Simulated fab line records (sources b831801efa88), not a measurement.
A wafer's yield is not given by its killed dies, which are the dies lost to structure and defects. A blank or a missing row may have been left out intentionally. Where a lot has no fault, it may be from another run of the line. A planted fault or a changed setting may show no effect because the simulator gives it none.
Matching of chambers | flow sfq_line | SFQ_TRILAYER_C5_ETCH_VIA_ETCH_154 on rie_diel-04 has 4 sister chambers
The step etches SiO2 in CHF3, stops on Nb, target depth 84 nm. 4 wafers are shown with their chamber, then 7 later ones without.

== WAFERS WITH THEIR CHAMBER ==
wafer  | chamber | drypump_motor_current_A (A)
L560.6 | 0       | 5.1
L564.1 | 3       | 6.0
L569.1 | 2       | 5.2
L569.2 | 1       | 4.9

== WAFERS MISSING THEIR CHAMBER ==
wafer  | drypump_motor_current_A (A)
L569.3 | 6.1
L573.3 | 6.0
L573.4 | 5.1
L573.6 | 6.0
L575.2 | 5.1
L575.3 | 5.0
L575.5 | 5.1

== EACH ONE'S CHAMBER ==
wafer  | from the rows above          | in truth
L569.3 | 3                            | 3
L573.3 | 3                            | 3
L573.4 | can't be placed: 0 or 2      | 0
L573.6 | 3                            | 3
L575.2 | can't be placed: 0 or 2      | 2
L575.3 | can't be placed: 0 or 1 or 2 | 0
L575.5 | can't be placed: 0 or 2      | 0
Correctly placed: 3 of 7. From these rows, 4 cannot be placed; in 4 the true chamber is one of the candidates. Wrongly placed: 0.
How it was worked out, from the rows above alone: a wafer's distance from a chamber is the root of the sum, over the readings, of the square of ((its reading less the chamber's mean) divided by the reading's scatter). If the next closest chamber is less than 2 further off than the closest, the wafer can't be placed; otherwise it belongs to the closest. For every chamber, the mean is computed from those of its wafers that are shown. The scatter: root of mean squared gap, hidden wafer to nearest shown wafer, with one shown wafer a chamber.
